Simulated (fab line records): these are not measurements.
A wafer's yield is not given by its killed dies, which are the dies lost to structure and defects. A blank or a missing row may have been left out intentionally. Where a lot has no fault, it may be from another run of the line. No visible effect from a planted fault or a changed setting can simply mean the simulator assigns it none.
8D (eight disciplines) problem report, filled in by code :: flow sky130 :: the parts of the form that need people (team, actions taken, sign-off) are left out

## 1. THE ISSUE
Mean of exposure dose mJ cm2 at SKY_LDD_HVP_EXPOSE_04: 89.72 across 9 wafers in 3 lots; on wafers with no fault it is 85.99 (standard deviation 0.087). That is +43 standard deviations from the usual mean.
The step: exposes mask HVPTM, target cd 700 nm.
First observed at day 24 01:05: wafer L958.1, on iline stepper-01. Wafers with a number at this step in the record: 39, from 13 lots. The rule behind "out" and "out of limits": a value lying over 4 standard deviations away from the usual mean. All remaining wafers that have a number are taken as sound.

## 2. WHAT THIS IS AND IS NOT
question: which readings at this step
is: exposure dose mJ cm2
is not: -

question: which lots
is: L958, L959, L962
is not: L954, L956, L957, L966, L968, L970, L971, L973, L974, L976

question: which wafers of those lots
is: all that have a number
is not: -

question: read on which tools
is: iline stepper-01
is not: iline stepper-02

question: when
is: from day 24 01:05
is not: up to then (9 sound wafers); but 21 sound wafers of L966, L968, L970, L971, L973, L974, L976 came after

## 3. WHAT RULES OUT EACH SUSPECT
Counting: any tool at a process step up to the reading is kept as a suspect provided that every lot that is out went through it and no sound lot did after the first of them.
- iline stepper-01 at SKY_LDD_HVP_EXPOSE_04 (exposes mask HVPTM, target cd 700 nm): kept. Every lot that is out went through it, starting with L958 (day 24 01:05), and after that it ran no sound lot; the last sound lot it ran before then is L957 (day 24 00:20). On those wafers its own readings are out: exposure dose mJ cm2.
Left after counting: iline stepper-01 at SKY_LDD_HVP_EXPOSE_04.

## 4. THE CAUSE (what the simulator had put in)
Process parameters drifting: iline stepper-01 at SKY_LDD_HVP_EXPOSE_04, beginning at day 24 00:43. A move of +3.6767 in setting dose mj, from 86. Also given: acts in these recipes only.
The count eliminated every tool but this one.

## 5. SEQUENCE OF EFFECTS, ordered by route
Each row: a reading where the mean over the struck wafers with a number is more than 3 standard deviations away from the usual. Readings are gone through only where the record gives a usual standard deviation; hours: the median, over the lots, of the time from a lot's start at the first step in this table giving one to that lot's start at this step; sigmas: the change measured in usual standard deviations.
hours: 0
step: SKY_LDD_HVP_EXPOSE_04
reading: exposure dose mJ cm2
usual: 85.99
on struck wafers: 89.72
change: +3.73
sigmas: +43
Here are the process steps it includes:
- SKY_LDD_HVP_EXPOSE_04: exposes mask HVPTM, target cd 700 nm.

## 6. WHAT WOULD HAVE CAUGHT IT SOONER
In this record no reading fell out of limits until day 24 01:05, 0 hours after the fault had begun at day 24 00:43.
